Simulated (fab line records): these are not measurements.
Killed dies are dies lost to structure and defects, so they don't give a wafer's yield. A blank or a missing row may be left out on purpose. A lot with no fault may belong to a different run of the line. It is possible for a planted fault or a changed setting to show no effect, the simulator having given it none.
Matching of chambers	flow sfq-line	SFQ_TRILAYER_I1_CMP_CMP_046 on cmp-01 has 4 sister chambers
The step polishes SiO2. 18 wafers are shown with their chamber, then 9 later ones without.

WAFERS PAIRED WITH THEIR CHAMBERS
wafer	chamber	motor-current-A (A)	time-to-endpoint-s (s)
L449.2	1	10.7	219
L449.3	3	8.8	213
L449.6	0	11.4	220
L453.1	0	10.4	219
L453.4	3	8.7	225
L453.3	2	10.8	221
L455.4	0	11.3	221
L455.1	3	9.0	216
L455.5	0	11.0	227
L457.2	2	11.2	203
L457.3	0	11.2	205
L457.5	2	11.4	213
L460.1	3	8.5	220
L460.2	0	11.4	216
L460.4	2	11.3	211
L462.3	0	11.4	221
L462.2	2	11.1	226
L462.5	0	10.9	235

SIGNATURES (averages over the wafers above)
reading	chamber 0	chamber 1	chamber 2	chamber 3	scatter within a chamber
motor-current-A	11.125	10.700	11.160	8.750	0.292
time-to-endpoint-s	220.50	219.00	214.80	218.50	8.1
Rule: for each reading, subtract the chamber's mean from the wafer's reading, divide by that reading's scatter and square the result; add these up over the readings and take the root, which gives the wafer's distance from the chamber. The wafer belongs to the nearest chamber; if the next one is less than 2 further off, it can't be placed. How the scatter is found: for the shown wafers, subtract from each reading the mean of its chamber, square and add these, divide the total by (wafers less chambers), then take the root.

WAFERS MISSING THEIR CHAMBER
wafer	motor-current-A (A)	time-to-endpoint-s (s)
L463.3	11.3	200
L463.4	11.8	205
L463.5	8.8	229
L465.2	11.0	216
L465.3	9.0	205
L465.4	11.2	218
L467.2	8.6	219
L467.4	10.9	207
L467.5	11.2	216

THE CHAMBER EACH PASSED THROUGH
wafer	from the rows above	in truth
L463.3	can't be placed: 2 or 0 or 1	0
L463.4	can't be placed: 2 or 0 or 1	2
L463.5	3	3
L465.2	can't be placed: 2 or 0 or 1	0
L465.3	3	3
L465.4	can't be placed: 0 or 2 or 1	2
L467.2	3	3
L467.4	can't be placed: 2 or 1 or 0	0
L467.5	can't be placed: 2 or 0 or 1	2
Correctly placed: 3 of 9. Not placeable from these rows: 6 (in 6, the candidates include the true chamber). Number placed wrongly: 0.
